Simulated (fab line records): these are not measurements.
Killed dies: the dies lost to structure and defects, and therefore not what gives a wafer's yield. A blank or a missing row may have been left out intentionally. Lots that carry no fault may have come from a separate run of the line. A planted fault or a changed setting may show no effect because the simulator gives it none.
fab line records + flow sky130
record
- lots=11
- wafers=31
- last_day=50
route steps=708 shown FIELD_ISO@17 DNWELL@44 SONOS_ONO@183 RES_PROTECT@214 PAD_OPEN@708
lots untouched by any fault: they come from a run of this same line in which no faults occurred
start_h: start of the lot's first displayed wafer, in hours after the record's first day + wait_h: how many hours have passed since the lot's step before this one + " the same as in the row above + L1.1+2: a row that stands for several wafers + - no value, or no start given + * or withheld: withheld + < > ~ a bound
route shown NAME@n: names a module that has steps shown in the file, with the first one's number in the route + usual: mean and standard deviation over wafers with no fault + same: alike in all rows + chamber/n: place in a boat + sites: per-site readings + _std_site: how widely they spread, as a standard deviation + _edge_site: outer sites' mean less inner sites' + radius_mm: for every site, how far away it sits from the centre of the wafer + mask NAME#n: copy n + behind: tool/chamber where the wafer was last shaped + hold: reason for holding the lot/hours on hold/outcome of the hold + device: names the non-switching transistor (n, p or np) + end of line: tests run on the same wafers once the route is complete + a step with no rows: only its recipe + killed: the dies lost at the first sort to structure and to defects; this is not the yield of the wafer + map: dies across one wafer; x = killed, . = not, _ = none there
set.NAME: setting as actually run; set.NAME@STEP: the setting as run at that earlier step + model.NAME: the simulator's own value behind a step, which no gauge read
route steps across a sampled set of lots; one table per step, one row per wafer
services: a tool's chamber out of use, with start hour (start_h, from the record's first day; less than 0 if before it), hours out, and reason
## steps
# step SKY_FIELD_ISO_STRIP_16
# recipe
- chemistry=O2/N2
- power_w=1400
- pressure_mtorr=1500
- platen_temp_c=withheld
- o2_flow_sccm=3000
- n2_flow_sccm=300
- overash_fraction=0.5
# usual
- drypump_motor_current_A=5.49/0.19
- n2_flow_sccm=300.1/0.81
- oes_product_au=0.377/0.0048
- strip_time_to_endpoint_s=3.55/0.032
| lot.wafer | tool            | chamber | start_h | wait_h | drypump_motor_current_A | n2_flow_sccm | oes_product_au | rf_hours_counter_h | strip_time_to_endpoint_s |
|-----------|-----------------|---------|---------|--------|-------------------------|--------------|----------------|--------------------|--------------------------|
| L331.1    | plasma_asher-02 | 0       | 28.10   | 0.0    | 5.35                    | 300.5        | 0.381          | 35                 | 3.56                     |
| L331.4    | "               | 0       | "       | "      | 5.35                    | 300.2        | 0.378          | -                  | 3.52                     |
| L331.5    | "               | 1       | "       | "      | 5.68                    | 300.9        | 0.381          | -                  | 3.55                     |
| L332.2    | plasma_asher-02 | 1       | 36.08   | 0.0    | 5.69                    | 300.7        | 0.381          | 36                 | 3.58                     |
| L332.3    | "               | 0       | "       | "      | 5.31                    | 300.9        | 0.381          | -                  | 3.57                     |
| L332.4    | "               | 1       | "       | "      | 5.68                    | 298.9        | 0.389          | -                  | 3.61                     |
| L334.4    | plasma_asher-04 | 0       | 45.07   | 0.1    | 5.62                    | 300.1        | 0.374          | -                  | 3.53                     |
| L334.5    | "               | 1       | "       | "      | 5.20                    | 301.5        | 0.375          | -                  | 3.57                     |
| L334.6    | "               | 0       | "       | "      | 5.60                    | 300.6        | 0.377          | -                  | 3.54                     |
| L338.2    | plasma_asher-02 | 0       | 64.74   | 0.0    | 5.37                    | 299.7        | 0.371          | 39                 | 3.51                     |
| L338.5    | "               | 0       | "       | "      | 5.32                    | 299.5        | 0.377          | -                  | 3.53                     |
| L338.6    | "               | 1       | "       | "      | 5.70                    | 299.0        | 0.371          | -                  | 3.47                     |
| L340.3    | plasma_asher-02 | 0       | 74.86   | 0.1    | 5.35                    | 298.7        | 0.375          | -                  | 3.56                     |
| L340.5    | "               | 0       | "       | "      | 5.36                    | 298.1        | 0.370          | -                  | 3.55                     |
| L341.2    | plasma_asher-02 | 0       | 81.24   | 0.0    | 5.31                    | 299.1        | 0.383          | 41                 | 3.54                     |
| L341.4    | "               | 0       | "       | "      | 5.32                    | 300.2        | 0.384          | -                  | 3.54                     |
| L346.2    | plasma_asher-02 | 1       | 106.68  | 0.0    | 5.70                    | 299.6        | 0.384          | 43                 | 3.54                     |
| L346.3    | "               | 1       | "       | "      | 5.68                    | 299.6        | 0.379          | -                  | 3.54                     |
| L346.4    | "               | 0       | "       | "      | 5.32                    | 299.9        | 0.382          | -                  | 3.55                     |
| L347.4    | plasma_asher-02 | 1       | 112.17  | 0.1    | 5.68                    | 301.4        | 0.373          | -                  | 3.54                     |
| L347.5    | "               | 1       | "       | "      | 5.70                    | 299.9        | 0.369          | -                  | 3.56                     |
| L347.6    | "               | 0       | "       | "      | 5.32                    | 300.1        | 0.374          | -                  | 3.58                     |
| L350.1    | plasma_asher-04 | 0       | 128.13  | 0.0    | 5.53                    | 300.5        | 0.374          | 1                  | 3.54                     |
| L350.2    | "               | 1       | "       | "      | 5.19                    | 299.6        | 0.378          | 1                  | 3.51                     |
| L350.6    | "               | 0       | "       | "      | 5.55                    | 300.2        | 0.372          | -                  | 3.53                     |
| L352.2    | plasma_asher-03 | 0       | 139.24  | 0.0    | 5.59                    | 301.1        | 0.383          | 43                 | 3.57                     |
| L352.5    | "               | 0       | "       | "      | 5.56                    | 301.4        | 0.376          | -                  | 3.53                     |
| L352.6    | "               | 1       | "       | "      | 5.76                    | 299.9        | 0.373          | -                  | 3.54                     |
| L353.2    | plasma_asher-02 | 1       | 145.04  | 0.0    | 5.71                    | 301.3        | 0.368          | 48                 | 3.54                     |
| L353.3    | "               | 1       | "       | "      | 5.70                    | 299.6        | 0.375          | -                  | 3.59                     |
| L353.6    | "               | 0       | "       | "      | 5.32                    | 299.9        | 0.376          | -                  | 3.59                     |
# step SKY_DNWELL_TW_MEAS_09
# usual
- DNWELL_TW=1107/10
| lot.wafer | tool          | chamber | start_h | wait_h | DNWELL_TW |
|-----------|---------------|---------|---------|--------|-----------|
| L331.1    | film_metro-04 | -       | 51.72   | 0.1    | 1091      |
| L331.4    | "             | -       | "       | "      | 1095      |
| L331.5    | "             | -       | "       | "      | 1089      |
| L332.2    | film_metro-02 | -       | 58.03   | 0.1    | 1110      |
| L332.3    | "             | -       | "       | "      | 1109      |
| L332.4    | "             | -       | "       | "      | 1107      |
| L334.4    | film_metro-02 | -       | 69.70   | 0.1    | 1099      |
| L334.5    | "             | -       | "       | "      | 1103      |
| L334.6    | "             | -       | "       | "      | 1100      |
| L338.2    | film_metro-02 | -       | 92.03   | 0.1    | 1100      |
| L338.5    | "             | -       | "       | "      | 1105      |
| L338.6    | "             | -       | "       | "      | 1101      |
| L340.3    | film_metro-02 | -       | 100.79  | 0.1    | 1094      |
| L340.5    | "             | -       | "       | "      | 1099      |
| L341.2    | film_metro-03 | -       | 106.58  | 0.1    | 1112      |
| L341.4    | "             | -       | "       | "      | 1121      |
| L346.2    | film_metro-02 | -       | 135.93  | 0.1    | 1099      |
| L346.3    | "             | -       | "       | "      | 1099      |
| L346.4    | "             | -       | "       | "      | 1099      |
| L347.4    | film_metro-02 | -       | 142.05  | 0.1    | 1107      |
| L347.5    | "             | -       | "       | "      | 1105      |
| L347.6    | "             | -       | "       | "      | 1111      |
| L350.1    | film_metro-02 | -       | 154.22  | 0.1    | 1097      |
| L350.2    | "             | -       | "       | "      | 1102      |
| L350.6    | "             | -       | "       | "      | 1103      |
| L352.2    | film_metro-04 | -       | 172.84  | 0.1    | 1088      |
| L352.5    | "             | -       | "       | "      | 1096      |
| L352.6    | "             | -       | "       | "      | 1096      |
| L353.2    | film_metro-03 | -       | 180.08  | 0.1    | 1116      |
| L353.3    | "             | -       | "       | "      | 1118      |
| L353.6    | "             | -       | "       | "      | 1112      |
# step SKY_SONOS_ONO_ETCH_15
# recipe
- target_depth_nm=19.52
- chemistry=CHF3/O2
- source_w=600
- bias_w=200
- pressure_mtorr=40
- chf3_flow_sccm=50
- O2_flow_sccm=5
- time_s=7.8
# usual
- drypump_motor_current_A=5.7/0.48
- oes_product_au=0.998/0.0097
- throttle_valve_pct=8.825/0.0095
| lot.wafer | tool        | chamber | start_h | wait_h | drypump_motor_current_A | oes_product_au | rf_hours_counter_h | throttle_valve_pct |
|-----------|-------------|---------|---------|--------|-------------------------|----------------|--------------------|--------------------|
| L331.1    | rie_diel-02 | 1       | 278.28  | 0.0    | 6.0                     | 0.995          | 50                 | 8.824              |
| L331.4    | "           | 2       | "       | "      | 5.7                     | 1.004          | -                  | 8.822              |
| L331.5    | "           | 1       | "       | "      | 6.0                     | 0.986          | -                  | 8.822              |
| L332.2    | rie_diel-03 | 3       | 287.13  | 0.0    | 5.3                     | 1.003          | 67                 | 8.811              |
| L332.3    | "           | 0       | "       | "      | 6.2                     | 1.010          | 110                | 8.811              |
| L332.4    | "           | 0       | "       | "      | 6.2                     | 1.001          | -                  | 8.827              |
| L334.4    | rie_diel-01 | 0       | 307.87  | 0.0    | 5.7                     | 0.997          | -                  | 8.835              |
| L334.5    | "           | 0       | "       | "      | 5.7                     | 0.997          | -                  | 8.827              |
| L334.6    | "           | 2       | "       | "      | 6.0                     | 0.993          | -                  | 8.831              |
| L338.2    | rie_diel-01 | 0       | 341.48  | 0.0    | 5.7                     | 1.000          | 2                  | 8.811              |
| L338.5    | "           | 3       | "       | "      | 5.3                     | 0.999          | -                  | 8.829              |
| L338.6    | "           | 2       | "       | "      | 6.0                     | 0.985          | -                  | 8.833              |
| L340.3    | rie_diel-01 | 3       | 354.14  | 0.0    | 5.4                     | 0.998          | 5                  | 8.845              |
| L340.5    | "           | 2       | "       | "      | 6.0                     | 0.980          | -                  | 8.841              |
| L341.2    | rie_diel-01 | 0       | 365.60  | 0.0    | 5.6                     | 0.988          | 2                  | 8.829              |
| L341.4    | "           | 3       | "       | "      | 5.4                     | 0.990          | 5                  | 8.840              |
| L346.2    | rie_diel-03 | 1       | 408.34  | 0.0    | 4.7                     | 0.994          | 42                 | 8.835              |
| L346.3    | "           | 2       | "       | "      | 5.7                     | 1.006          | 3                  | 8.798              |
| L346.4    | "           | 0       | "       | "      | 6.3                     | 1.001          | 0                  | 8.836              |
| L347.4    | rie_diel-03 | 0       | 421.96  | 0.0    | 6.3                     | 0.984          | 0                  | 8.815              |
| L347.5    | "           | 2       | "       | "      | 5.7                     | 1.003          | -                  | 8.843              |
| L347.6    | "           | 1       | "       | "      | 4.7                     | 0.997          | -                  | 8.823              |
| L350.1    | rie_diel-03 | 0       | 434.19  | 0.0    | 6.2                     | 1.004          | 0                  | 8.821              |
| L350.2    | "           | 3       | "       | "      | 5.3                     | 0.988          | 71                 | 8.832              |
| L350.6    | "           | 3       | "       | "      | 5.3                     | 1.006          | -                  | 8.835              |
| L352.2    | rie_diel-03 | 3       | 463.94  | 0.0    | 5.4                     | 0.990          | 72                 | 8.831              |
| L352.5    | "           | 1       | "       | "      | 4.7                     | 0.992          | -                  | 8.816              |
| L352.6    | "           | 0       | "       | "      | 6.3                     | 0.995          | -                  | 8.811              |
| L353.2    | rie_diel-03 | 2       | 474.39  | 0.0    | 5.8                     | 1.016          | 5                  | 8.822              |
| L353.3    | "           | 1       | "       | "      | 4.7                     | 0.994          | 43                 | 8.818              |
| L353.6    | "           | 2       | "       | "      | 5.7                     | 1.014          | -                  | 8.823              |
# step SKY_SONOS_ONO_STRIP_17
# recipe
- chemistry=O2/N2
- power_w=1400
- pressure_mtorr=1500
- platen_temp_c=withheld
- o2_flow_sccm=3000
- n2_flow_sccm=300
- overash_fraction=0.5
# usual
- drypump_motor_current_A=5.8/0.56
- n2_flow_sccm=300.1/0.84
- oes_product_au=0.710/0.0047
- strip_time_to_endpoint_s=14.09/0.037
| lot.wafer | tool            | chamber | start_h | wait_h | drypump_motor_current_A | n2_flow_sccm | oes_product_au | rf_hours_counter_h | strip_time_to_endpoint_s |
|-----------|-----------------|---------|---------|--------|-------------------------|--------------|----------------|--------------------|--------------------------|
| L331.1    | plasma_asher-01 | 1       | 278.39  | 0.0    | 6.6                     | 300.0        | 0.716          | 45                 | 14.06                    |
| L331.4    | "               | 1       | "       | "      | 6.6                     | 301.1        | 0.711          | -                  | 14.07                    |
| L331.5    | "               | 0       | "       | "      | 6.5                     | 300.5        | 0.720          | -                  | 14.05                    |
| L332.2    | plasma_asher-04 | 0       | 287.23  | 0.0    | 5.6                     | 301.9        | 0.708          | 17                 | 14.11                    |
| L332.3    | "               | 1       | "       | "      | 5.2                     | 299.1        | 0.710          | -                  | 14.10                    |
| L332.4    | "               | 0       | "       | "      | 5.6                     | 301.7        | 0.710          | -                  | 14.09                    |
| L334.4    | plasma_asher-01 | 1       | 308.04  | 0.0    | 6.6                     | 299.7        | 0.714          | -                  | 14.06                    |
| L334.5    | "               | 1       | "       | "      | 6.6                     | 299.0        | 0.709          | -                  | 14.06                    |
| L334.6    | "               | 0       | "       | "      | 6.5                     | 298.4        | 0.715          | -                  | 14.07                    |
| L338.2    | plasma_asher-02 | 1       | 341.58  | 0.0    | 5.7                     | 300.0        | 0.706          | 66                 | 13.87                    |
| L338.5    | "               | 1       | "       | "      | 5.7                     | 300.1        | 0.715          | -                  | 13.88                    |
| L338.6    | "               | 0       | "       | "      | 5.3                     | 298.5        | 0.702          | -                  | 14.06                    |
| L340.3    | plasma_asher-04 | 1       | 354.28  | 0.0    | 5.2                     | 299.4        | 0.713          | -                  | 14.06                    |
| L340.5    | "               | 0       | "       | "      | 5.6                     | 300.1        | 0.709          | -                  | 13.91                    |
| L341.2    | plasma_asher-02 | 1       | 365.71  | 0.0    | 5.7                     | 301.2        | 0.710          | 68                 | 13.94                    |
| L341.4    | "               | 0       | "       | "      | 5.3                     | 300.0        | 0.713          | -                  | 14.06                    |
| L346.2    | plasma_asher-01 | 1       | 408.45  | 0.0    | 6.6                     | 299.9        | 0.701          | 58                 | 14.09                    |
| L346.3    | "               | 1       | "       | "      | 6.6                     | 298.8        | 0.714          | -                  | 14.09                    |
| L346.4    | "               | 0       | "       | "      | 6.5                     | 300.0        | 0.715          | -                  | 14.09                    |
| L347.4    | plasma_asher-01 | 0       | 422.10  | 0.0    | 6.5                     | 300.4        | 0.712          | -                  | 14.14                    |
| L347.5    | "               | 0       | "       | "      | 6.5                     | 301.0        | 0.707          | -                  | 14.11                    |
| L347.6    | "               | 1       | "       | "      | 6.6                     | 300.3        | 0.711          | -                  | 14.14                    |
| L350.1    | plasma_asher-04 | 0       | 434.30  | 0.0    | 5.5                     | 298.3        | 0.715          | 32                 | 14.16                    |
| L350.2    | "               | 1       | "       | "      | 5.2                     | 299.9        | 0.709          | 32                 | 14.14                    |
| L350.6    | "               | 1       | "       | "      | 5.2                     | 300.7        | 0.703          | -                  | 14.13                    |
| L352.2    | plasma_asher-01 | 0       | 464.05  | 0.0    | 6.5                     | 300.1        | 0.715          | 64                 | 14.12                    |
| L352.5    | "               | 0       | "       | "      | 6.5                     | 300.0        | 0.713          | -                  | 14.09                    |
| L352.6    | "               | 1       | "       | "      | 6.5                     | 300.7        | 0.707          | -                  | 14.10                    |
| L353.2    | plasma_asher-01 | 1       | 474.50  | 0.0    | 6.6                     | 300.2        | 0.713          | 66                 | 14.03                    |
| L353.3    | "               | 1       | "       | "      | 6.6                     | 299.4        | 0.703          | -                  | 14.06                    |
| L353.6    | "               | 1       | "       | "      | 6.6                     | 300.2        | 0.716          | -                  | 14.00                    |
# step SKY_RES_PROTECT_STRIP_07
# recipe
- chemistry=O2/N2
- power_w=1400
- pressure_mtorr=1500
- platen_temp_c=withheld
- o2_flow_sccm=3000
- n2_flow_sccm=300
- overash_fraction=0.5
# usual
- drypump_motor_current_A=5.9/0.51
- n2_flow_sccm=300.0/0.91
- oes_product_au=0.518/0.0051
- strip_time_to_endpoint_s=23.30/0.044
| lot.wafer | tool            | chamber | start_h | wait_h | drypump_motor_current_A | n2_flow_sccm | oes_product_au | rf_hours_counter_h | strip_time_to_endpoint_s |
|-----------|-----------------|---------|---------|--------|-------------------------|--------------|----------------|--------------------|--------------------------|
| L331.1    | plasma_asher-04 | 1       | 333.97  | 0.1    | 5.2                     | 299.0        | 0.506          | 22                 | 23.27                    |
| L331.4    | "               | 0       | "       | "      | 5.5                     | 299.9        | 0.508          | -                  | 23.26                    |
| L331.5    | "               | 1       | "       | "      | 5.2                     | 300.5        | 0.519          | -                  | 23.28                    |
| L332.2    | plasma_asher-01 | 0       | 349.27  | 0.1    | 6.5                     | 301.1        | 0.519          | 52                 | 23.31                    |
| L332.3    | "               | 1       | "       | "      | 6.6                     | 300.8        | 0.516          | -                  | 23.27                    |
| L332.4    | "               | 0       | "       | "      | 6.5                     | 301.6        | 0.524          | -                  | 23.27                    |
| L334.4    | plasma_asher-04 | 1       | 370.25  | 0.1    | 5.2                     | 298.1        | 0.513          | -                  | 23.24                    |
| L334.5    | "               | 0       | "       | "      | 5.6                     | 299.4        | 0.519          | -                  | 23.23                    |
| L334.6    | "               | 1       | "       | "      | 5.2                     | 300.4        | 0.516          | -                  | 23.26                    |
| L338.2    | plasma_asher-04 | 0       | 404.61  | 0.1    | 5.6                     | 298.0        | 0.516          | 29                 | 23.39                    |
| L338.5    | "               | 0       | "       | "      | 5.6                     | 298.6        | 0.518          | -                  | 23.33                    |
| L338.6    | "               | 1       | "       | "      | 5.2                     | 298.0        | 0.511          | -                  | 23.32                    |
| L340.3    | plasma_asher-01 | 0       | 416.85  | 0.1    | 6.5                     | 300.5        | 0.518          | -                  | 23.29                    |
| L340.5    | "               | 1       | "       | "      | 6.6                     | 301.1        | 0.523          | -                  | 23.26                    |
| L341.2    | plasma_asher-04 | 1       | 431.91  | 0.1    | 5.2                     | 301.4        | 0.522          | 32                 | 23.33                    |
| L341.4    | "               | 1       | "       | "      | 5.2                     | 300.6        | 0.524          | -                  | 23.30                    |
| L346.2    | plasma_asher-03 | 1       | 477.17  | 0.1    | 5.7                     | 300.7        | 0.524          | 4                  | 23.33                    |
| L346.3    | "               | 1       | "       | "      | 5.7                     | 299.5        | 0.523          | -                  | 23.31                    |
| L346.4    | "               | 0       | "       | "      | 5.6                     | 300.7        | 0.517          | -                  | 23.38                    |
| L347.4    | plasma_asher-01 | 0       | 488.49  | 0.1    | 6.5                     | 300.4        | 0.514          | -                  | 23.33                    |
| L347.5    | "               | 0       | "       | "      | 6.5                     | 299.9        | 0.525          | -                  | 23.31                    |
| L347.6    | "               | 1       | "       | "      | 6.6                     | 299.9        | 0.529          | -                  | 23.33                    |
| L350.1    | plasma_asher-01 | 0       | 501.66  | 0.1    | 6.5                     | 301.4        | 0.518          | 69                 | 23.27                    |
| L350.2    | "               | 1       | "       | "      | 6.5                     | 299.2        | 0.516          | 69                 | 23.23                    |
| L350.6    | "               | 0       | "       | "      | 6.5                     | 301.3        | 0.521          | -                  | 23.23                    |
| L352.2    | plasma_asher-01 | 1       | 530.61  | 0.1    | 6.6                     | 298.4        | 0.530          | 72                 | 23.36                    |
| L352.5    | "               | 0       | "       | "      | 6.5                     | 299.3        | 0.523          | -                  | 23.38                    |
| L352.6    | "               | 1       | "       | "      | 6.6                     | 298.8        | 0.520          | -                  | 23.34                    |
| L353.2    | plasma_asher-01 | 1       | 541.07  | 0.1    | 6.6                     | 300.3        | 0.519          | 73                 | 23.26                    |
| L353.3    | "               | 1       | "       | "      | 6.6                     | 301.8        | 0.519          | -                  | 23.30                    |
| L353.6    | "               | 1       | "       | "      | 6.6                     | 300.1        | 0.518          | -                  | 23.28                    |
# step SKY_PAD_OPEN_PROBE_99
# usual
- killed_at_M0_to_M3=45/6.8
- killed_at_M4_up=3.2/1.6
- killed_at_contacts=24/5.1
- killed_at_front_end=14/4.4
- killed_at_other=0.4/0.65
- killed_dies=87/8.8
- killed_open=47/7.2
- killed_short=39/6.1
# same
- gross_dies=492
- killed_at_back_side=0
| lot.wafer | tool      | chamber | start_h | wait_h | killed_at_M0_to_M3 | killed_at_M4_up | killed_at_contacts | killed_at_front_end | killed_at_other | killed_dies | killed_open | killed_short |
|-----------|-----------|---------|---------|--------|--------------------|-----------------|--------------------|---------------------|-----------------|-------------|-------------|--------------|
| L341.4    | prober-02 | -       | 1137.96 | 0.2    | 49                 | 2               | 26                 | 12                  | 0               | 89          | 48          | 41           |
# killed by level:class
L341.4 CONTACT:geometric_particle:open=10 VIA2:geometric_particle:open=9 VIA1:geometric_particle:open=9 VIA3:geometric_particle:open=8 VIA1:geometric_particle:short=7 FIELD_ISO:geometric_particle:short=6 LI_CONTACT:geometric_particle:open=6 METAL1:geometric_particle:short=6
## services
| tool            | chamber | start_h | hours | kind   |
|-----------------|---------|---------|-------|--------|
| rie_diel-03     | 0       | 22.74   | 3.4   | repair |
| rie_diel-03     | 1       | 41.88   | 13.8  | repair |
| rie_diel-03     | 2       | 90.20   | 7.2   | repair |
| rie_diel-03     | 3       | 98.66   | 5.9   | repair |
| plasma_asher-04 | -       | 108.75  | 9.0   | pm     |
| plasma_asher-01 | -       | 132.14  | 14.6  | pm     |
| rie_diel-03     | -       | 163.70  | 2.8   | pm     |
| plasma_asher-02 | -       | 179.01  | 2.8   | pm     |
| plasma_asher-01 | -       | 190.71  | 1.3   | repair |
| plasma_asher-02 | -       | 231.53  | 0.8   | repair |
| plasma_asher-04 | -       | 264.16  | 5.2   | repair |
| rie_diel-03     | 2       | 279.40  | 4.6   | repair |
| rie_diel-03     | 1       | 279.68  | 42.9  | repair |
| rie_diel-03     | 0       | 314.47  | 18.7  | repair |
| plasma_asher-01 | -       | 314.88  | 2.8   | pm     |
| plasma_asher-02 | -       | 353.59  | 1.3   | repair |
| plasma_asher-01 | -       | 368.60  | 2.8   | repair |
| plasma_asher-04 | -       | 379.93  | 0.5   | repair |
| plasma_asher-02 | -       | 437.72  | 0.9   | repair |
| plasma_asher-02 | -       | 457.52  | 7.5   | repair |
| plasma_asher-04 | -       | 460.06  | 6.1   | repair |
| plasma_asher-04 | -       | 467.45  | 0.9   | repair |
| plasma_asher-02 | -       | 512.14  | 15.6  | pm     |
| plasma_asher-04 | -       | 539.39  | 2.4   | repair |
## key
first_sign
- step=SKY_SONOS_ONO_STRIP_17
- reading=strip_time_to_endpoint_s
- direction=down
- sigmas=5.2
- usual=*
- struck=*
effect none on later readings
met_at SKY_SONOS_ONO_ETCH_15
struck_lots L338,L340,L341
struck_wafers L338.2,L338.5,L340.5,L341.2
tester_left_out L338,L340,L341
not_acting_at SKY_FIELD_ISO_STRIP_16,SKY_DNWELL_TW_MEAS_09,SKY_RES_PROTECT_STRIP_07
onset_between 307.87 341.48
fault
- kind=process_parameter_drift
- tool=rie_diel-01
- chamber=-
- onset_h=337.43
- steps=SKY_SONOS_ONO_ETCH_15
- channel=time_s
- offset=*
- shape=step
- end_h=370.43
- scope=struck_wafers_only
- acts_in=*
- stated=*
# tester_left_out: of these lots the tester's yield and bins aren't shown, on N5 and GAA mostly nor the transistor test; their killed dies are dies lost to structure and defects alone, not to doping, threshold or leakage, so they don't give the yield
